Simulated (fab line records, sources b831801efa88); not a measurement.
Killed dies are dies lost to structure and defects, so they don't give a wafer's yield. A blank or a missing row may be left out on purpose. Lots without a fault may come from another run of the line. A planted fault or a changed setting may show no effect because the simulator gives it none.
fab line records | flow sky130
record lots=6 wafers=18 last_day=50
route steps=708 shown VIA2@509
lots that met no fault: from a run of the same line without faults
start_h: hours from the record's first day to the start of the lot's first wafer shown | wait_h: hours since the lot's step before | " the same as in the row above | L1.1+2: a row that stands for several wafers | - no value, or no start given | * or withheld: withheld | < > ~ a bound
route shown NAME@n: a module of which the file shows steps, and the number in the route of the first | usual: mean/standard deviation of fault-free wafers | same: alike in all rows | chamber/n: place in a boat | sites: the reading at each site | _std_site: their standard deviation | _edge_site: outer sites' mean less inner sites' | radius_mm: how far each site lies from the wafer's centre | mask NAME#n: copy n | behind: the tool/chamber that last shaped the wafer | hold: why the lot was held/for how many hours/how that ended | device: the transistor (n, p or np) that didn't switch | end of line: the same wafers' tests at the end of the route | a step without rows: its recipe alone | killed: dies lost to structure and defects at the first sort, not the wafer's yield | map: a wafer's dies, x killed, . not, _ none there
set.NAME: the setting as run; set.NAME@STEP: as run at that earlier step | model.NAME: the simulator's own value behind a step, which no gauge read
lots at some steps of the route; a table a step, a row a wafer
services: from which hour (start_h, from the record's first day; less than 0 if before it) a tool's chamber was out of use, for how many hours, and why
## steps
# step SKY_VIA2_CMP_02
# recipe material=SiO2 down_force_psi=4 platen_rpm=60 pad_velocity_m_s=0.94248
# usual motor_current_A=11.9/1.2
# columns lot.wafer tool chamber start_h wait_h motor_current_A
L108.2 cmp-01 0 871.92 0.1 10.5
L108.3 " 1 " " 11.5
L108.5 " 0 " " 10.1
L111.3 cmp-02 0 884.89 0.0 11.8
L111.4 " 1 " " 11.9
L111.1 " 2 " " 14.3
L116.1 cmp-01 3 911.71 0.1 11.5
L116.6 " 1 " " 11.4
L116.5 " 2 " " 10.7
L117.4 cmp-02 3 920.94 0.1 13.6
L117.5 " 2 " " 14.2
L117.6 " 3 " " 13.5
L121.1 cmp-01 0 948.50 0.1 10.1
L121.5 " 0 " " 10.1
L121.6 " 1 " " 11.2
L126.2 cmp-02 3 980.86 0.2 14.8
L126.5 " 0 " " 11.1
L126.6 " 1 " " 11.6
# step SKY_VIA2_BOW_MEAS_03
# recipe mode=bow
# usual VIA2_BOW=88/7.2
# columns lot.wafer tool chamber start_h wait_h VIA2_BOW[um]
L108.2 film_metro-02 - 872.19 0.2 83
L108.3 " - " " 93
L108.5 " - " " 98
L111.1 film_metro-01 - 885.19 0.1 96
L111.3 " - " " 86
L111.4 " - " " 88
L116.1 film_metro-01 - 911.91 0.1 102
L116.5 " - " " 98
L116.6 " - " " 99
L117.4 film_metro-02 - 921.25 0.3 87
L117.5 " - " " 94
L117.6 " - " " 80
L121.1 film_metro-02 - 948.80 0.2 88
L121.5 " - " " 95
L121.6 " - " " 84
L126.2 film_metro-03 - 981.03 0.1 86
L126.5 " - " " 73
L126.6 " - " " 93
# step SKY_VIA2_DEHYDRATE_04
# recipe temp_c=200 time_s=60
# step SKY_VIA2_HMDS_05
# recipe prime_time_s=60 prime_temp_c=120
# step SKY_VIA2_COAT_06
# recipe resist=BARC temp_c=withheld time_s=withheld spin_rpm=3000 resist_thk_nm=60
# step SKY_VIA2_COAT_07
# recipe resist=KrF-thick spin_rpm=3000 resist_thk_nm=450
# step SKY_VIA2_SOFTBAKE_08
# recipe temp_c=100 time_s=90 resist=KrF-thick
# step SKY_VIA2_EXPOSE_09
# recipe mask_id=VIM2 na=0.8 source_shape=annular sigma_inner=0.55 sigma_outer=0.85 target_cd_nm=200 dose_mj=38
# step SKY_VIA2_PEB_10
# recipe peb_temp_c=withheld peb_time_s=withheld resist=KrF-thick
# step SKY_VIA2_DEVELOP_11
# recipe develop_time_s=60 resist=KrF-thick dev_temp_c=21
# step SKY_VIA2_CD_MEAS_12
# recipe target_cd_nm=200
# usual cd_nm=200.2/1.6
# columns lot.wafer tool chamber start_h wait_h cd_nm
L108.2 cd_sem-02 - 896.93 - 201.0
L108.3 " - " " 201.2
L108.5 " - " " 200.1
L111.1 cd_sem-02 - 909.84 - 198.7
L111.3 " - " " 198.3
L111.4 " - " " 197.4
L116.1 cd_sem-02 - 936.61 - 200.8
L116.5 " - " " 200.5
L116.6 " - " " 201.4
L117.4 cd_sem-01 - 946.48 - 201.2
L117.5 " - " " 200.8
L117.6 " - " " 200.2
L121.1 cd_sem-01 - 973.26 - 201.8
L121.5 " - " " 200.7
L121.6 " - " " 200.3
L126.2 cd_sem-02 - 1004.54 - 198.7
L126.5 " - " " 198.3
L126.6 " - " " 201.4
# step SKY_VIA2_OVL_MEAS_13
# usual VIA2_OVL=1/5.7
# columns lot.wafer tool chamber start_h wait_h VIA2_OVL[nm]
L108.2 overlay-02 - 897.04 0.1 1
L108.3 " - " " 7
L108.5 " - " " 1
L111.1 overlay-02 - 909.96 0.1 3
L111.3 " - " " -5
L111.4 " - " " 9
L116.1 overlay-01 - 936.73 0.1 4
L116.5 " - " " 4
L116.6 " - " " 5
L117.4 overlay-02 - 946.56 0.1 8
L117.5 " - " " 12
L117.6 " - " " 13
L121.1 overlay-02 - 973.38 0.1 4
L121.5 " - " " 10
L121.6 " - " " 4
L126.2 overlay-02 - 1004.65 0.1 -1
L126.5 " - " " 2
L126.6 " - " " -1
# step SKY_VIA2_ETCH_14
# recipe chemistry=N2/H2 target=BARC ion_energy_ev=200 source_w=500 bias_w=100 pressure_mtorr=30 n2_flow_sccm=100 h2_flow_sccm=200 stop_on=SiO2 time_s=45.9 target_depth_a=600
# usual drypump_motor_current_A=5.9/0.4 oes_product_au=0.855/0.0046 throttle_valve_pct=13.224/0.01
# columns lot.wafer tool chamber start_h wait_h drypump_motor_current_A oes_product_au rf_hours_counter_h throttle_valve_pct model.KrF-thick_of_VIA2_COAT_07.thk_nm
L108.2 rie_diel-02 0 897.07 0.0 6.2 0.854 21 13.211 395.2
L108.3 " 2 " " 5.8 0.853 13 13.231 394.4
L108.5 " 3 " " 6.1 0.851 - 13.224 395.8
L111.1 rie_diel-04 1 909.99 0.0 5.6 0.850 2 13.200 392.6
L111.3 " 2 " " 5.6 0.857 13 13.221 391.4
L111.4 " 0 " " 5.5 0.849 2 13.229 390
L116.1 rie_diel-03 1 936.77 0.0 6.2 0.850 17 13.204 392.4
L116.5 " 0 " " 6.6 0.854 - 13.250 393.6
L116.6 " 3 " " 6.2 0.854 - 13.217 392.9
L117.4 rie_diel-04 2 946.58 0.0 5.7 0.859 14 13.209 393.1
L117.5 " 0 " " 5.5 0.864 - 13.223 399.6
L117.6 " 3 " " 5.4 0.863 - 13.217 394.6
L121.1 rie_diel-04 1 973.42 0.0 5.6 0.852 4 13.208 393.5
L121.5 " 1 " " 5.6 0.852 - 13.204 399
L121.6 " 0 " " 5.6 0.860 - 13.232 390.5
L126.2 rie_diel-02 2 1004.68 0.0 5.8 0.862 16 13.246 391
L126.5 " 2 " " 5.9 0.855 - 13.232 391.4
L126.6 " 1 " " 5.4 0.858 - 13.230 393.8
# step SKY_VIA2_ETCH_15
# recipe target=SiO2 chemistry=C4F8/O2/Ar target_depth_nm=546 stop_on=TiN mask_material=KrF-thick source_w=1500 bias_w=1200 pressure_mtorr=40 c4f8_flow_sccm=withheld O2_flow_sccm=6 Ar_flow_sccm=300 time_s=84
# usual oes_product_au=0.940/0.0048
# columns lot.wafer tool chamber start_h wait_h oes_product_au rf_hours_counter_h model.KrF-thick_of_VIA2_COAT_07.thk_nm
L108.2 rie_diel-02 0 897.11 0.0 0.932 21 283.8
L108.3 " 2 " " 0.946 13 283.3
L108.5 " 3 " " 0.943 - 288.3
L111.1 rie_diel-04 1 910.04 0.0 0.940 2 284
L111.3 " 2 " " 0.946 13 281.2
L111.4 " 0 " " 0.936 2 276.6
L116.1 rie_diel-03 1 936.81 0.0 0.940 17 282.4
L116.5 " 0 " " 0.938 - 284.1
L116.6 " 3 " " 0.946 - 283.4
L117.4 rie_diel-04 2 946.62 0.0 0.938 14 284.4
L117.5 " 0 " " 0.943 - 288.8
L117.6 " 3 " " 0.949 - 286.2
L121.1 rie_diel-04 1 973.46 0.0 0.940 4 287
L121.5 " 1 " " 0.932 - 291.2
L121.6 " 0 " " 0.937 - 279
L126.2 rie_diel-02 2 1004.72 0.0 0.945 16 279.9
L126.5 " 2 " " 0.948 - 281
L126.6 " 1 " " 0.941 - 285.7
# step SKY_VIA2_STRIP_16
# recipe chemistry=O2/N2 power_w=1400 pressure_mtorr=1500 platen_temp_c=withheld o2_flow_sccm=3000 n2_flow_sccm=300 overash_fraction=0.5
# usual drypump_motor_current_A=5.60/0.27 oes_product_au=0.399/0.0049 strip_time_to_endpoint_s=4.06/0.032
# columns lot.wafer tool chamber start_h wait_h drypump_motor_current_A oes_product_au rf_hours_counter_h strip_time_to_endpoint_s
L108.2 plasma_asher-04 0 897.17 0.0 5.42 0.397 14 4.07
L108.3 " 1 " " 5.93 0.387 - 4.04
L108.5 " 0 " " 5.42 0.396 - 4.11
L111.1 plasma_asher-04 0 910.10 0.0 5.40 0.394 16 4.05
L111.3 " 0 " " 5.38 0.399 - 4.02
L111.4 " 1 " " 5.90 0.397 - 3.98
L116.1 plasma_asher-01 0 936.87 0.0 5.54 0.403 75 4.02
L116.5 " 0 " " 5.55 0.395 - 4.06
L116.6 " 1 " " 5.75 0.404 - 4.04
L117.4 plasma_asher-03 0 946.71 0.1 5.13 0.398 - 4.08
L117.5 " 1 " " 5.87 0.397 - 4.10
L117.6 " 0 " " 5.14 0.400 - 4.09
L121.1 plasma_asher-04 0 973.52 0.0 5.40 0.404 22 4.08
L121.5 " 0 " " 5.41 0.402 - 4.13
L121.6 " 1 " " 5.91 0.397 - 4.03
L126.2 plasma_asher-01 0 1004.78 0.0 5.55 0.396 82 4.02
L126.5 " 0 " " 5.55 0.391 - 4.03
L126.6 " 1 " " 5.71 0.403 - 4.07
## services
# columns tool chamber start_h hours kind
cmp-02 - 860.20 5.3 repair
rie_diel-02 - 867.33 0.3 repair
plasma_asher-03 - 877.54 2.7 repair
rie_diel-02 1 908.33 10.8 repair
cmp-02 - 912.21 4.0 pm
cmp-02 - 916.21 - consumable_replace:conditioner
cmp-02 - 916.21 - consumable_replace:pad
cmp-02 - 917.57 1.1 repair
cmp-01 - 929.97 1.1 repair
rie_diel-04 - 958.96 0.9 repair
rie_diel-02 0 970.00 3.6 repair
rie_diel-04 3 971.39 16.7 repair
rie_diel-04 1 975.23 2.0 repair
rie_diel-04 2 980.70 5.0 repair
cmp-01 - 981.85 2.8 repair
rie_diel-04 1 982.26 9.3 repair
rie_diel-03 1 982.64 3.1 repair
## key
first_sign none at tools or gauges
model_effect step=SKY_VIA2_ETCH_14 value=KrF-thick_of_VIA2_COAT_07.thk_nm without=392.1 struck=399.3
model_effect step=SKY_VIA2_ETCH_15 value=KrF-thick_of_VIA2_COAT_07.thk_nm without=282.8 struck=290
met_at SKY_VIA2_ETCH_14
struck_wafers L117.5,L121.5
sort_left_out L121.5
onset_between 909.99 946.58
fault kind=process_parameter_drift tool=rie_diel-04 chamber=- onset_h=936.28 steps=SKY_VIA2_ETCH_14 channel=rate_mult offset=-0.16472 shape=step end_h=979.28 scope=struck_wafers_only
# sort_left_out: the simulated sort isn't trusted on such a fault, so these wafers' sort isn't shown, and their yield isn't known
